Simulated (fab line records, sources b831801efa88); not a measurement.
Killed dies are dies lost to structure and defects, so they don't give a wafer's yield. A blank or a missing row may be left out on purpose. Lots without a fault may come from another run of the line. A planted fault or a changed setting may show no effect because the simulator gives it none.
Which tool was responsible? + flow sky130 + at 1 step of a route of 708, 11 lots with 33 wafers sampled

== WHAT EACH GAUGE READ, for each wafer ==
SKY_FIELD_ISO_THK_MEAS_04.
| lot  | measured    | on            | FIELD_ISO_CVD_03_THK (nm) |
|------|-------------|---------------|---------------------------|
| L129 | day 1 16:04 | film metro-03 | 165.5 164.5 165.5         |
| L132 | day 2 04:57 | film metro-03 | 164.2 163.5 164.6         |
| L135 | day 2 19:47 | film metro-03 | 165.2 166.1 165.5         |
| L137 | day 3 05:43 | film metro-01 | 165.5 166.3 166.2         |
| L140 | day 3 23:13 | film metro-03 | 164.6 164.5 165.5         |
| L141 | day 4 01:46 | film metro-03 | 162.5 161.6 163.7         |
| L142 | day 4 09:11 | film metro-03 | 167.4 166.6 167.1         |
| L143 | day 4 12:32 | film metro-01 | 166.3 166.2 166.8         |
| L145 | day 4 22:32 | film metro-03 | 162.2 161.8 161.8         |
| L150 | day 6 00:31 | film metro-01 | 163.8 163.9 164.9         |
| L152 | day 6 09:04 | film metro-03 | 166.8 167.1 166.1         |

== EACH LOT AND THE TOOL THAT RAN IT (in order: tool; ch and the chambers of the sampled wafers; start) ==
The record shows no process step preceding these readings.

== THE ANSWER, worked out from the rows above alone ==
Rule: what is usual is taken from the lots themselves. The widest of any qualifying gaps counts: lots, ordered by their means at a reading, are off when they make up no more than a third of the lots, leave a main group of 4 or more, and stand apart from it by 3 or more times the standard deviation of that group's means. A main group is skipped when, at the precision printed for the reading in the tables above, its means are all equal. A lot without any number at a reading at which 4 lots or more have one is off too. Any other lot the step has rows for is counted as sound.
No lot is off at any reading shown: from this, nothing can be told.

== WHAT HAD BEEN PUT IN BY THE SIMULATOR ==
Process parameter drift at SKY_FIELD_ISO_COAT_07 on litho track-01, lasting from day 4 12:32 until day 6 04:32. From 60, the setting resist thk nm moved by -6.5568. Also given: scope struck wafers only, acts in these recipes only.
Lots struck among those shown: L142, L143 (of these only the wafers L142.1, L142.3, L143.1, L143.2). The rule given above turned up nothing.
